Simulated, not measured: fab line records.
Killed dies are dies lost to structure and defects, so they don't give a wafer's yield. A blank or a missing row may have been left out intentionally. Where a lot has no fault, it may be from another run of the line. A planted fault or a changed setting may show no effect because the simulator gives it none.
Comparing a struck lot with a sound one    flow sky130    21 steps out of a route of 708
Sound: wafers L871.1, L871.3, L871.4. Wafers L879.2, L879.3, L879.5 were the ones struck. At the end, the cause is stated.
For every step that has rows: the tool of each side, followed by ch and its chambers, followed by its first start. Under that, the readings that differ: sound wafers    struck wafers    difference of the means    sigmas: that difference in standard deviations of wafers without a fault.
alike: readings whose means differ by less than 2 such deviations, and words and numbers that are the same on both sides. not compared: withheld readings, readings that some wafer has no value for, bounds like >300 that may hide the same value, and numbers for which the record gives no deviation and whose values overlap.
Wherever a step has rows on one side only, a row that says differs or no value, or a row with sigmas, the two part there. Numbers that have no deviation but don't overlap get no sigmas and don't part them. Lack of a reading on every wafer of one side parts them only where that side has two or more wafers.

first, 1 step without rows for these wafers: SKY_FIELD_ISO_DEVELOP_12 (develop time 60 s).
SKY_FIELD_ISO_CD_MEAS_13 targets a cd of 150 nm.
  sound on cd_sem-01, day 3 12:29; struck on cd_sem-01, day 5 06:52
  alike: cd_nm
SKY_FIELD_ISO_ETCH_14: etches BARC in N2/H2, stops on SiO2, time 45.9 s, target depth 60 nm.
  sound on rie_diel-02 ch 1,2,3, day 3 12:37; struck on rie_diel-02 ch 0,2,3, day 5 06:58
  alike: drypump_motor_current_A, h2_flow_sccm, oes_product_au, throttle_valve_pct
  not compared: rf_hours_counter_h
SKY_FIELD_ISO_ETCH_15: etches the open film in CHF3/O2, stops on Si, target depth 180 nm, time 72 s.
  sound on rie_diel-02 ch 1,2,3, day 3 12:39; struck on rie_diel-02 ch 0,2,3, day 5 07:00
reading                sound              struck             difference  sigmas
oes_product_au (a.u.)  0.938 0.939 0.931  0.959 0.944 0.954  +0.016      +2
  alike: drypump_motor_current_A, throttle_valve_pct
  not compared: rf_hours_counter_h
SKY_FIELD_ISO_STRIP_16: strips in O2/N2.
  sound on plasma_asher-02 ch 0,1, day 3 12:43; struck on plasma_asher-01 ch 0, day 5 07:04
reading                      sound        struck       difference  sigmas
drypump_motor_current_A (A)  5.4 5.5 5.4  6.4 6.4 6.4  +1.0        +2
  alike: oes_product_au, strip_time_to_endpoint_s
  not compared: rf_hours_counter_h
SKY_FIELD_ISO_ETCH_17: etches Si in HBr/Cl2/O2, target depth 342 nm, time 97.7 s.
  sound on rie_si-02 ch 1,2,3, day 3 12:49; struck on rie_si-02 ch 1,2, day 5 07:10
  alike: drypump_motor_current_A, oes_product_au, throttle_valve_pct
  not compared: rf_hours_counter_h
then, 5 steps without rows for these wafers: SKY_FIELD_ISO_WET_ETCH_18 (etches Si3N4 in H3PO4, target depth 25 nm, time 286 s); SKY_FIELD_ISO_CLEAN_19 (cleans in SC1/SC2, time 150 s); SKY_FIELD_ISO_CLEAN_20 (cleans in dHF, time 20 s); SKY_FIELD_ISO_WET_ETCH_21 (etches SiO2 in dHF, target depth 20 nm, time 400 s); SKY_FIELD_ISO_OXIDATION_22 (stabilise 600 s, purge 300 s, target thk 10 nm).
SKY_FIELD_ISO_THK_MEAS_23:
  sound on film_metro-03, day 3 15:20; struck on film_metro-01, day 5 08:43
reading                          sound             struck          difference  sigmas
FIELD_ISO_OXIDATION_01_THK (nm)  10.09 10.04 9.79  9.41 9.25 9.39  -0.62       -3
SKY_FIELD_ISO_CVD_24: deposits SiO2, target thk 595 nm, time 99.2 s.
  sound on hdpcvd-02 ch 0,2, day 3 15:23; struck on hdpcvd-01 ch 0,1, day 5 08:46
reading                                     sound              struck             difference  sigmas
model.SiO2_of_FIELD_ISO_CVD_24.thk_nm (nm)  589.2 591.5 587.6  415.3 402.7 407.8  -180.8      
  alike: pressure_mtorr
SKY_FIELD_ISO_THK_MEAS_25:
  sound on film_metro-02, day 3 15:28; struck on film_metro-02, day 5 08:53
reading                    sound        struck       difference  sigmas
FIELD_ISO_CVD_24_THK (nm)  589 592 588  415 403 408  -181        -25
then, 1 step without rows for these wafers: SKY_FIELD_ISO_ANNEAL_26 (time 1800 s).
SKY_FIELD_ISO_CMP_27: polishes, stops on Si3N4, t overpolish 16 s, target thk 457.8 nm.
  sound on cmp-02 ch 0,1,2, day 3 19:26; struck on cmp-02 ch 0,2,3, day 5 11:38
reading                 sound        struck    difference  sigmas
time_to_endpoint_s (s)  108 110 107  80 76 72  -32         -8
  alike: motor_current_A, retaining_ring_pressure_frac
then, 2 steps without rows for these wafers: SKY_FIELD_ISO_WET_ETCH_28 (etches SiO2 in dHF, target depth 23.7 nm, time 47 s); SKY_FIELD_ISO_WET_ETCH_29 (etches Si3N4 in H3PO4, target depth 160 nm, time 1825 s).
SKY_FIELD_ISO_WET_ETCH_30: etches SiO2 in dHF, target depth 25 nm, time 50 s.
  sound on wet_bench-03 ch 0, day 3 20:16; struck on wet_bench-03 ch 3, day 5 12:23
reading                                     sound              struck             difference  sigmas
model.SiO2_of_FIELD_ISO_CVD_24.thk_nm (nm)  403.8 405.3 403.9  362.1 349.6 354.6  -48.9       
then, 1 step without rows for these wafers: SKY_NWELL_CLEAN_00 (cleans in SC1/SC2, time 150 s).
-- the record jumps here: 45 days lie between the struck wafers' starts before and after (it left off in module NWELL and takes up again in module PAD_OPEN, whose first step shown is number 708 of the route) --
SKY_PAD_OPEN_PROBE_99:
  sound on prober-02, day 48 04:28; struck on prober-01, day 50 02:17
reading              sound     struck       difference  sigmas
killed_at_contacts   20 28 25  34 35 38     +11         +2
killed_at_front_end  19 14 21  258 258 239  +234        +52
killed_dies          98 85 82  341 330 338  +248        +28
killed_on_rim        15 15 11  95 93 95     +81         +22
  alike: killed_at_M0_to_M3, killed_at_M4_up, killed_at_other, killed_open, killed_short

WHERE THEY PART
First at SKY_FIELD_ISO_ETCH_15; last, within this record, at SKY_PAD_OPEN_PROBE_99.

WHY: what the simulator had put in
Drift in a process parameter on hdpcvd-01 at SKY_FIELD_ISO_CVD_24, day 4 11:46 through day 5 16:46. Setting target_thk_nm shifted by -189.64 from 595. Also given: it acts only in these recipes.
